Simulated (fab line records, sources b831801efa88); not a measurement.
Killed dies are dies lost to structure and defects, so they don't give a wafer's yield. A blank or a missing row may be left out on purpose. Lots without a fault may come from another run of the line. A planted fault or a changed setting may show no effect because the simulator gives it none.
fab line records | flow sky130
record lots=7 wafers=19 last_day=49
route steps=708 shown CAPM@538 PAD_OPEN@708
lots that met no fault: from a run of the same line without faults
start_h: hours from the record's first day to the start of the lot's first wafer shown | wait_h: hours since the lot's step before | " the same as in the row above | L1.1+2: a row that stands for several wafers | - no value, or no start given | * or withheld: withheld | < > ~ a bound
route shown NAME@n: a module of which the file shows steps, and the number in the route of the first | usual: mean/standard deviation of fault-free wafers | same: alike in all rows | chamber/n: place in a boat | sites: the reading at each site | _std_site: their standard deviation | _edge_site: outer sites' mean less inner sites' | radius_mm: how far each site lies from the wafer's centre | mask NAME#n: copy n | behind: the tool/chamber that last shaped the wafer | hold: why the lot was held/for how many hours/how that ended | device: the transistor (n, p or np) that didn't switch | end of line: the same wafers' tests at the end of the route | a step without rows: its recipe alone | killed: dies lost to structure and defects at the first sort, not the wafer's yield | map: a wafer's dies, x killed, . not, _ none there
set.NAME: the setting as run; set.NAME@STEP: as run at that earlier step | model.NAME: the simulator's own value behind a step, which no gauge read
lots at some steps of the route; a table a step, a row a wafer
services: from which hour (start_h, from the record's first day; less than 0 if before it) a tool's chamber was out of use, for how many hours, and why
## steps
# step SKY_CAPM_THK_MEAS_01
# recipe reads=SiO2_of_CAPM_CVD_00
# usual CAPM_CVD_00_THK=15.52/0.25
# columns lot.wafer tool chamber start_h wait_h CAPM_CVD_00_THK[nm]
L144.1 film_metro-01 - 851.18 - 15.33
L144.2 " - " " 15.46
L144.3 " - " " 15.09
L154.3 film_metro-04 - 932.83 - 15.57
L154.6 " - " " 15.74
L155.5 film_metro-02 - 938.74 - 15.81
L155.6 " - " " 15.53
L156.2 film_metro-01 - 954.29 - 15.33
L156.4 " - " " 15.74
L156.6 " - " " 15.53
L159.1 film_metro-01 - 971.61 - 15.49
L159.2 " - " " 16.12
L159.3 " - " " 15.49
L163.3 film_metro-01 - 987.00 - 15.51
L163.4 " - " " 15.61
L163.5 " - " " 15.79
L162.1 film_metro-04 - 991.47 - 15.31
L162.4 " - " " 15.35
L162.6 " - " " 15.38
# step SKY_CAPM_SPUTTER_02
# recipe material=TiN target_thk_nm=200 temp_c=300 power_w=6500 time_s=166.7 chamber_pressure_pa=0.4
# usual throttle_valve_pct=30.6/1.4
# columns lot.wafer tool chamber start_h wait_h throttle_valve_pct
L144.1 pvd_sputter-04 - 851.24 0.1 29.2
L144.2 " - " " 32.1
L144.3 " - " " 33.0
L154.3 pvd_sputter-03 - 932.87 0.0 31.8
L154.6 " - " " 31.7
L155.5 pvd_sputter-03 - 938.81 0.1 31.9
L155.6 " - " " 29.6
L156.2 pvd_sputter-03 - 954.34 0.0 32.0
L156.4 " - " " 29.7
L156.6 " - " " 31.1
L159.1 pvd_sputter-03 - 971.67 0.1 31.8
L159.2 " - " " 30.8
L159.3 " - " " 29.8
L163.3 pvd_sputter-03 - 987.04 0.0 29.5
L163.4 " - " " 31.0
L163.5 " - " " 29.5
L162.1 pvd_sputter-03 - 991.53 0.1 31.0
L162.4 " - " " 29.7
L162.6 " - " " 30.0
# step SKY_CAPM_RS_MEAS_03
# recipe thk_meas_gauge=four-point-probe reads=TiN_of_CAPM_SPUTTER_02
# usual CAPM_TIN_RS=6.93/0.088
# columns lot.wafer tool chamber start_h wait_h CAPM_TIN_RS[ohm/sq]
L144.1 film_metro-02 - 851.35 0.1 6.96
L144.2 " - " " 6.82
L144.3 " - " " 6.88
L154.3 film_metro-01 - 933.02 0.1 7.08
L154.6 " - " " 7.07
L155.5 film_metro-02 - 938.95 0.1 6.98
L155.6 " - " " 6.95
L156.2 film_metro-04 - 954.47 0.1 7.00
L156.4 " - " " 6.90
L156.6 " - " " 6.85
L159.1 film_metro-01 - 971.78 0.1 6.99
L159.2 " - " " 6.93
L159.3 " - " " 6.92
L163.3 film_metro-01 - 987.19 0.1 6.83
L163.4 " - " " 6.86
L163.5 " - " " 6.80
L162.1 film_metro-02 - 991.64 0.1 6.94
L162.4 " - " " 7.01
L162.6 " - " " 7.04
# step SKY_CAPM_THK_MEAS_04
# recipe thk_meas_gauge=xrf reads=TiN_of_CAPM_SPUTTER_02
# usual CAPM_TIN_THK=196.6/2.7
# columns lot.wafer tool chamber start_h wait_h CAPM_TIN_THK[nm]
L144.1 film_metro-02 - 851.47 0.1 196.8
L144.2 " - " " 200.1
L144.3 " - " " 199.3
L154.3 film_metro-01 - 933.12 0.1 192.0
L154.6 " - " " 193.8
L155.5 film_metro-02 - 939.03 0.1 195.7
L155.6 " - " " 197.6
L156.2 film_metro-04 - 954.58 0.1 193.9
L156.4 " - " " 196.4
L156.6 " - " " 198.6
L159.1 film_metro-01 - 971.90 0.1 193.1
L159.2 " - " " 195.8
L159.3 " - " " 196.5
L163.3 film_metro-01 - 987.29 0.1 200.9
L163.4 " - " " 199.9
L163.5 " - " " 201.3
L162.1 film_metro-02 - 991.76 0.1 195.9
L162.4 " - " " 193.7
L162.6 " - " " 192.9
# step SKY_CAPM_DEHYDRATE_05
# recipe temp_c=200 time_s=60
# step SKY_CAPM_HMDS_06
# recipe prime_time_s=60 prime_temp_c=120
# step SKY_CAPM_COAT_07
# recipe resist=NOVOLAK spin_rpm=3000 resist_thk_nm=1140
# step SKY_CAPM_SOFTBAKE_08
# recipe temp_c=90 time_s=60 resist=NOVOLAK
# step SKY_CAPM_EXPOSE_09
# recipe mask_id=CAPM na=0.6 source_shape=conventional sigma_outer=0.6 polarization=unpolarized target_cd_nm=1000 dose_mj=159
# step SKY_CAPM_PEB_10
# recipe temp_c=withheld time_s=* resist=NOVOLAK
# step SKY_CAPM_DEVELOP_11
# recipe resist=NOVOLAK developer=TMAH develop_time_s=60 dev_temp_c=23
# step SKY_CAPM_OVL_MEAS_12
# usual CAPM_OVL=0.0/1.2
# columns lot.wafer tool chamber start_h wait_h CAPM_OVL[nm]
L144.1 overlay-01 - 876.14 0.1 -2.3
L144.2 " - " " -1.4
L144.3 " - " " 0.7
L154.3 overlay-01 - 956.61 0.1 1.3
L154.6 " - " " -0.4
L155.5 overlay-01 - 962.87 0.0 0.6
L155.6 " - " " 0.5
L156.2 overlay-01 - 977.97 0.1 1.2
L156.4 " - " " 0.2
L156.6 " - " " 1.1
L159.1 overlay-02 - 995.51 0.1 -0.9
L159.2 " - " " -0.7
L159.3 " - " " -1.2
L163.3 overlay-01 - 1009.86 0.1 0.9
L163.4 " - " " 1.1
L163.5 " - " " 2.6
L162.1 overlay-01 - 1013.50 0.1 2.7
L162.4 " - " " 0.4
L162.6 " - " " 1.4
# step SKY_CAPM_METAL_ETCH_13
# recipe target_depth_nm=220 stop_on=SiO2 chemistry=Cl2/BCl3 target=TiN pressure_mtorr=10 icp_w=900 bias_w=48.5 Cl2_flow_sccm=60 bcl3_flow_sccm=30 time_s=62.9
# usual drypump_motor_current_A=5.75/0.21 oes_product_au=0.940/0.0085 throttle_valve_pct=21.903/0.01
# columns lot.wafer tool chamber start_h wait_h drypump_motor_current_A oes_product_au rf_hours_counter_h throttle_valve_pct model.NOVOLAK_of_CAPM_COAT_07.thk_nm model.etch.depth_nm model.CAPM.feature_depth_nm
L144.1 rie_metal-03 0 876.18 0.0 5.47 0.943 3 21.917 1000 198.5 198.5
L144.2 " 1 " " 5.95 0.944 5 21.899 995.2 202.2 202.2
L144.3 " 1 " " 5.95 0.943 - 21.899 993.6 200.5 200.5
L154.3 rie_metal-03 0 956.66 0.0 5.49 0.926 - 21.915 994.7 195.5 195.5
L154.6 " 0 " " 5.49 0.884 - 21.950 1019 179 179
L155.5 rie_metal-03 1 962.94 0.1 5.89 0.937 - 21.895 996.9 197.8 197.8
L155.6 " 0 " " 5.52 0.885 - 21.937 1018 178.8 178.8
L156.2 rie_metal-03 1 978.00 0.0 5.94 0.899 11 21.941 1021 182.4 182.4
L156.4 " 1 " " 5.90 0.942 - 21.891 995.7 200.4 200.4
L156.6 " 0 " " 5.53 0.892 - 21.947 1022 180.5 180.5
L159.1 rie_metal-04 0 995.55 0.0 6.12 0.933 4 21.906 986.8 197.8 197.8
L159.2 " 1 " " 5.68 0.946 14 21.907 988.5 199.8 199.8
L159.3 " 0 " " 6.12 0.939 - 21.896 987.2 199.7 199.7
L163.3 rie_metal-01 1 1009.91 0.0 5.69 0.950 - 21.894 986.3 203 203
L163.4 " 0 " " 6.02 0.938 - 21.897 995.6 202 202
L163.5 " 1 " " 5.67 0.951 - 21.895 988.1 203.7 203.7
L162.1 rie_metal-01 1 1013.53 0.0 5.67 0.933 17 21.902 988.8 198.7 198.7
L162.4 " 1 " " 5.64 0.932 - 21.908 989.2 197.2 197.2
L162.6 " 1 " " 5.67 0.926 - 21.906 987.5 196.3 196.3
# step SKY_CAPM_STRIP_14
# recipe chemistry=O2/N2 power_w=1400 pressure_mtorr=1500 platen_temp_c=withheld o2_flow_sccm=3000 n2_flow_sccm=300 overash_fraction=0.5
# usual drypump_motor_current_A=6.15/0.18 oes_product_au=0.710/0.0043 strip_time_to_endpoint_s=12.64/0.045
# columns lot.wafer tool chamber start_h wait_h drypump_motor_current_A oes_product_au rf_hours_counter_h strip_time_to_endpoint_s
L144.1 plasma_asher-01 1 876.26 0.1 6.37 0.703 109 12.74
L144.2 " 0 " " 5.80 0.706 109 12.68
L144.3 " 1 " " 6.37 0.708 - 12.66
L154.3 plasma_asher-03 0 956.74 0.1 5.96 0.713 - 12.68
L154.6 " 1 " " 6.15 0.709 - 12.88
L155.5 plasma_asher-03 1 963.03 0.1 6.16 0.709 - 12.71
L155.6 " 0 " " 5.97 0.715 - 12.88
L156.2 plasma_asher-04 1 978.07 0.1 6.24 0.707 87 12.90
L156.4 " 0 " " 6.38 0.702 - 12.69
L156.6 " 1 " " 6.24 0.720 - 12.92
L159.1 plasma_asher-04 1 995.62 0.1 6.25 0.703 89 12.60
L159.2 " 0 " " 6.34 0.716 89 12.60
L159.3 " 0 " " 6.36 0.705 - 12.58
L163.3 plasma_asher-03 0 1009.99 0.1 5.94 0.716 - 12.58
L163.4 " 1 " " 6.15 0.710 - 12.69
L163.5 " 0 " " 5.94 0.717 - 12.59
L162.1 plasma_asher-03 0 1013.61 0.1 5.95 0.720 59 12.61
L162.4 " 0 " " 5.95 0.708 - 12.61
L162.6 " 0 " " 5.94 0.708 - 12.59
# step SKY_CAPM_STRIP_15
# recipe chemistry=post_etch_residue_remover time_s=1200 temp_c=72.5
# step SKY_PAD_OPEN_PROBE_99
# usual defect_limited_yield=82.7/1.8 killed_at_M0_to_M3=44/6.8 killed_at_M4_up=3.2/1.7 killed_at_contacts=24/4.9 killed_at_front_end=14/4.1 killed_at_other=0.2/0.51 killed_dies=85/8.7 killed_on_rim=16/4 killed_open=46/6.8 killed_short=39/6.1 sort_bin_3_pad_short=0.9/0.43 sort_bin_5_function=10.1/1.4 sort_bin_6_memory=6.3/1.1 sort_n_pass=407/8.7 sort_yield_pct=82.7/1.8
# same gross_dies=492 killed_at_back_side=0 sort_bin_4_leakage[%]=0 sort_bin_8_speed[%]=0
# columns lot.wafer tool chamber start_h wait_h defect_limited_yield[%] killed_at_M0_to_M3 killed_at_M4_up killed_at_contacts killed_at_front_end killed_at_other killed_dies killed_on_rim killed_open killed_short sort_bin_3_pad_short[%] sort_bin_5_function[%] sort_bin_6_memory[%] sort_n_pass sort_yield_pct[%]
L144.1 prober-01 - 1076.27 0.1 81.3 46 1 30 15 0 92 18 47 45 1.0 11.4 6.3 400 81.3
L144.2 prober-01 - 1076.32 0.1 85.2 41 4 19 9 0 73 11 40 33 1.2 8.3 5.3 419 85.2
L144.3 prober-01 - 1076.37 0.2 83.9 42 4 22 11 0 79 17 44 35 1.6 6.7 7.7 413 83.9
L154.6 prober-01 - 1142.82 0.2 0 38 1 17 11 425 492 96 35 33 88.2 6.7 5.1 0 0
L155.6 prober-02 - 1144.91 0.2 0 41 4 20 14 413 492 96 53 27 83.9 9.8 6.3 0 0
L156.2 prober-01 - 1160.20 0.1 0 48 3 28 15 398 492 96 55 39 81.7 11.4 6.9 0 0
L156.4 prober-01 - 1160.30 0.2 84.1 32 3 26 16 1 78 18 41 37 0.8 8.9 6.1 414 84.1
L156.6 prober-01 - 1160.40 0.2 0 39 4 21 8 420 492 96 36 36 87.0 8.5 4.5 0 0
L159.1 prober-02 - 1171.22 0.1 82.3 49 7 14 16 1 87 15 43 44 0.4 10.0 7.3 405 82.3
L159.2 prober-02 - 1171.27 0.1 83.5 41 3 24 13 0 81 11 37 44 1.6 7.9 6.9 411 83.5
L159.3 prober-02 - 1171.32 0.2 83.7 35 5 25 15 0 80 11 48 32 0.6 8.3 7.3 412 83.7
L163.3 prober-01 - 1181.12 0.2 81.5 47 1 23 20 0 91 13 54 37 1.0 10.8 6.7 401 81.5
L163.4 prober-01 - 1181.17 0.2 82.5 42 4 21 19 0 86 14 50 36 0.6 10.8 6.1 406 82.5
L163.5 prober-01 - 1181.22 0.2 80.5 41 6 30 19 0 96 26 53 43 0.6 10.0 8.9 396 80.5
# killed by level:class
L144.1 CONTACT:geometric_particle:open=14 CONTACT:geometric_particle:short=8 VIA2:geometric_particle:open=7 METAL1:geometric_particle:short=6 VIA1:geometric_particle:open=6 VIA3:geometric_particle:open=6 METAL2:geometric_particle:short=5 FIELD_ISO:geometric_particle:short=4
L144.2 VIA1:geometric_particle:open=10 CONTACT:geometric_particle:open=8 CONTACT:geometric_particle:short=7 METAL2:geometric_particle:short=6 FIELD_ISO:geometric_particle:open=5 VIA2:geometric_particle:open=5 METAL1:geometric_particle:short=4 VIA1:geometric_particle:short=4
L144.3 VIA1:geometric_particle:open=13 CONTACT:geometric_particle:open=8 LI_CONTACT:geometric_particle:open=6 METAL1:geometric_particle:short=6 CONTACT:geometric_particle:short=5 VIA2:geometric_particle:open=5 METAL2:geometric_particle:short=4 VIA3:geometric_particle:open=4
L154.6 CAPM:area_etch=424 VIA1:geometric_particle:open=11 CONTACT:geometric_particle:open=7 METAL2:geometric_particle:short=6 VIA2:geometric_particle:open=6 CONTACT:geometric_particle:short=5 METAL1:geometric_particle:short=5 FIELD_ISO:geometric_particle:short=4
L155.6 CAPM:area_etch=412 VIA3:geometric_particle:open=12 CONTACT:geometric_particle:open=10 VIA1:geometric_particle:open=7 LI_CONTACT:geometric_particle:open=5 VIA2:geometric_particle:open=5 METAL1:geometric_particle:short=4 METAL2:geometric_particle:short=4
L156.2 CAPM:area_etch=398 VIA2:geometric_particle:open=11 CONTACT:geometric_particle:short=10 VIA1:geometric_particle:open=10 CONTACT:geometric_particle:open=9 POLY_GATE:geometric_particle:open=7 VIA3:geometric_particle:open=7 LI_CONTACT:geometric_particle:open=6
L156.4 CONTACT:geometric_particle:open=13 LI_CONTACT:geometric_particle:open=8 VIA1:geometric_particle:open=7 METAL1:geometric_particle:short=7 POLY_GATE:geometric_particle:short=6 VIA3:geometric_particle:open=6 VIA1:geometric_particle:short=5 FIELD_ISO:geometric_particle:short=3
L156.6 CAPM:area_etch=420 CONTACT:geometric_particle:short=7 METAL2:geometric_particle:short=7 CONTACT:geometric_particle:open=6 VIA2:geometric_particle:open=6 VIA1:geometric_particle:open=5 LI_CONTACT:geometric_particle:open=4 VIA2:geometric_particle:short=4
L159.1 VIA1:geometric_particle:open=11 METAL1:geometric_particle:short=7 VIA1:geometric_particle:short=7 VIA3:geometric_particle:open=7 METAL4:geometric_particle:short=6 CONTACT:geometric_particle:open=6 VIA2:geometric_particle:short=6 METAL2:geometric_particle:short=5
L159.2 CONTACT:geometric_particle:open=8 VIA1:geometric_particle:open=8 CONTACT:geometric_particle:short=6 METAL1:geometric_particle:short=6 VIA3:geometric_particle:open=6 VIA1:geometric_particle:short=5 METAL2:geometric_particle:short=5 FIELD_ISO:geometric_particle:short=4
L159.3 VIA1:geometric_particle:open=11 CONTACT:geometric_particle:open=9 FIELD_ISO:geometric_particle:open=5 LI_CONTACT:geometric_particle:short=4 VIA2:geometric_particle:open=4 METAL1:geometric_particle:short=4 VIA3:geometric_particle:open=4 POLY_GATE:geometric_particle:short=3
L163.3 VIA1:geometric_particle:open=14 CONTACT:geometric_particle:open=9 FIELD_ISO:geometric_particle:open=6 POLY_GATE:geometric_particle:open=6 CONTACT:geometric_particle:short=6 VIA3:geometric_particle:open=6 METAL2:geometric_particle:short=6 METAL1:geometric_particle:short=5
L163.4 CONTACT:geometric_particle:open=9 VIA1:geometric_particle:open=9 VIA3:geometric_particle:open=9 VIA3:geometric_particle:short=6 LI_CONTACT:geometric_particle:open=5 FIELD_ISO:geometric_particle:short=4 POLY_GATE:geometric_particle:open=4 CONTACT:geometric_particle:short=4
L163.5 VIA1:geometric_particle:open=17 LI_CONTACT:geometric_particle:open=9 CONTACT:geometric_particle:open=9 FIELD_ISO:geometric_particle:short=6 METAL2:geometric_particle:short=5 POLY_GATE:geometric_particle:open=4 LI_CONTACT:geometric_particle:short=4 CONTACT:geometric_particle:short=4
# map L154.6 (x killed, . not)
__________xxxxxxxxxx_________
________xxxxxxxxxxxxxx_______
______xxxxxxxxxxxxxxxxxx_____
_____xxxxxxxxxxxxxxxxxxxx____
____xxxxxxxxxxxxxxxxxxxxxx___
___xxxxxxxxxxxxxxxxxxxxxxxx__
__xxxxxxxxxxxxxxxxxxxxxxxxxx_
_xxxxxxxxxxxxxxxxxxxxxxxxxxxx
_xxxxxxxxxxxxxxxxxxxxxxxxxxxx
_xxxxxxxxxxxxxxxxxxxxxxxxxxxx
_xxxxxxxxxxxxxxxxxxxxxxxxxxxx
_xxxxxxxxxxxxxxxxxxxxxxxxxxxx
_xxxxxxxxxxxxxxxxxxxxxxxxxxxx
_xxxxxxxxxxxxxxxxxxxxxxxxxxxx
_xxxxxxxxxxxxxxxxxxxxxxxxxxxx
__xxxxxxxxxxxxxxxxxxxxxxxxxx_
___xxxxxxxxxxxxxxxxxxxxxxxx__
____xxxxxxxxxxxxxxxxxxxxxx___
_____xxxxxxxxxxxxxxxxxxxx____
______xxxxxxxxxxxxxxxxxx_____
________xxxxxxxxxxxxxx_______
__________xxxxxxxxxx_________
# map L155.6 (x killed, . not)
__________xxxxxxxxxx_________
________xxxxxxxxxxxxxx_______
______xxxxxxxxxxxxxxxxxx_____
_____xxxxxxxxxxxxxxxxxxxx____
____xxxxxxxxxxxxxxxxxxxxxx___
___xxxxxxxxxxxxxxxxxxxxxxxx__
__xxxxxxxxxxxxxxxxxxxxxxxxxx_
_xxxxxxxxxxxxxxxxxxxxxxxxxxxx
_xxxxxxxxxxxxxxxxxxxxxxxxxxxx
_xxxxxxxxxxxxxxxxxxxxxxxxxxxx
_xxxxxxxxxxxxxxxxxxxxxxxxxxxx
_xxxxxxxxxxxxxxxxxxxxxxxxxxxx
_xxxxxxxxxxxxxxxxxxxxxxxxxxxx
_xxxxxxxxxxxxxxxxxxxxxxxxxxxx
_xxxxxxxxxxxxxxxxxxxxxxxxxxxx
__xxxxxxxxxxxxxxxxxxxxxxxxxx_
___xxxxxxxxxxxxxxxxxxxxxxxx__
____xxxxxxxxxxxxxxxxxxxxxx___
_____xxxxxxxxxxxxxxxxxxxx____
______xxxxxxxxxxxxxxxxxx_____
________xxxxxxxxxxxxxx_______
__________xxxxxxxxxx_________
## services
# columns tool chamber start_h hours kind
rie_metal-04 0 873.26 - clean
rie_metal-04 0 873.26 22.9 scheduled_down
rie_metal-04 0 873.26 22.9 vent_cycle
plasma_asher-04 - 888.74 0.7 repair
plasma_asher-01 - 909.84 1.5 repair
plasma_asher-04 - 921.03 0.7 repair
rie_metal-03 1 945.34 4.5 repair
plasma_asher-04 - 947.77 0.7 repair
plasma_asher-01 - 965.19 2.8 pm
rie_metal-03 1 978.67 17.9 repair
rie_metal-03 - 980.57 2.8 pm
plasma_asher-04 - 1004.79 14.6 pm
## key
first_sign step=SKY_CAPM_METAL_ETCH_13 reading=oes_product_au direction=down sigmas=5.9 usual=0.940 struck=0.890
effect step=SKY_CAPM_METAL_ETCH_13 reading=throttle_valve_pct direction=up sigmas=4.1 usual=21.903 struck=21.944
effect step=SKY_CAPM_STRIP_14 reading=strip_time_to_endpoint_s direction=up sigmas=5.6 usual=* struck=*
effect step=SKY_PAD_OPEN_PROBE_99 reading=killed_at_other direction=up sigmas=99+ usual=0.2 struck=414
model_effect step=SKY_CAPM_METAL_ETCH_13 value=NOVOLAK_of_CAPM_COAT_07.thk_nm without=994.5 struck=1020
more_kills_born_at SKY_CAPM_METAL_ETCH_13@rie_metal-03=1654
met_at SKY_CAPM_METAL_ETCH_13
struck_wafers L154.6,L155.6,L156.2,L156.6
later_rows_left_out L154.6,L155.6,L156.2,L156.6
onset_between 876.18 956.66
fault kind=process_parameter_drift tool=rie_metal-03 chamber=- onset_h=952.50 steps=SKY_CAPM_METAL_ETCH_13 channel=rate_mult offset=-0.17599 shape=step end_h=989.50 scope=struck_wafers_only
# later_rows_left_out: the simulator's readings of these wafers behind a module that went badly wrong aren't trusted and aren't shown, but for the sort
